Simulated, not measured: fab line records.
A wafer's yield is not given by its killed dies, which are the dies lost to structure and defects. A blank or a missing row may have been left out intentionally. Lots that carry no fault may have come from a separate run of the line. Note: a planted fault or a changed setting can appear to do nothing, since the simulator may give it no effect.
Chamber matching ; flow sky130 ; rie diel-01 running SKY_SONOS_ONO_ETCH_15: 4 sister chambers
The step etches the open film in CHF3/O2, target depth 19.52 nm, time 7.8 s. 14 wafers are shown with their chamber, then 7 later ones without.

EACH WAFER AND ITS CHAMBER
wafer;chamber;drypump motor current A (A);oes product au (a.u.);throttle valve pct (%)
L076.2;2;5.7;1.018;8.824
L076.4;1;5.7;1.006;8.826
L076.6;0;6.3;1.021;8.845
L078.1;3;5.7;1.000;8.832
L078.4;0;6.3;1.014;8.828
L078.5;3;5.6;1.004;8.833
L082.3;3;5.6;1.002;8.814
L082.4;3;5.6;1.001;8.828
L082.6;2;5.6;1.017;8.821
L086.2;2;5.7;1.025;8.814
L086.4;1;5.7;1.019;8.829
L086.5;3;5.6;1.018;8.830
L088.1;0;6.3;1.013;8.839
L088.3;2;5.6;1.032;8.832

SIGNATURES (means of the wafers above)
reading;chamber 0;chamber 1;chamber 2;chamber 3;scatter within a chamber
drypump motor current A;6.300;5.700;5.650;5.620;0.0424
oes product au;1.01600;1.01250;1.02300;1.00500;0.00699
throttle valve pct;8.83733;8.82750;8.82275;8.82740;0.00748
Rule: a wafer's distance from a chamber is the root of the sum, over the readings, of the square of ((its reading less the chamber's mean) divided by the reading's scatter). If the next closest chamber is less than 2 further off than the closest, the wafer can't be placed; otherwise it belongs to the closest. The scatter is the square root of a quotient: the sum, over the shown wafers, of each reading's squared deviation from its chamber's mean, divided by wafers minus chambers.

WAFERS WITH NO CHAMBER GIVEN
wafer;drypump motor current A (A);oes product au (a.u.);throttle valve pct (%)
L088.4;5.7;1.004;8.820
L090.1;6.3;1.020;8.830
L090.4;5.7;1.019;8.818
L090.5;5.7;0.992;8.823
L093.2;5.7;0.995;8.824
L093.5;5.7;0.992;8.826
L093.6;5.7;1.026;8.817

WHICH CHAMBER EACH ONE RAN IN
wafer;from the rows above;in truth
L088.4;can't be placed: 1 or 3 or 2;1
L090.1;0;0
L090.4;can't be placed: 2 or 1 or 3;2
L090.5;can't be placed: 3 or 1 or 2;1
L093.2;can't be placed: 3 or 1 or 2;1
L093.5;can't be placed: 3 or 1 or 2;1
L093.6;can't be placed: 2 or 1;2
1 of 7 placed correctly. Not placeable from these rows: 6 (in 6, the candidates include the true chamber). Placed wrongly: 0.
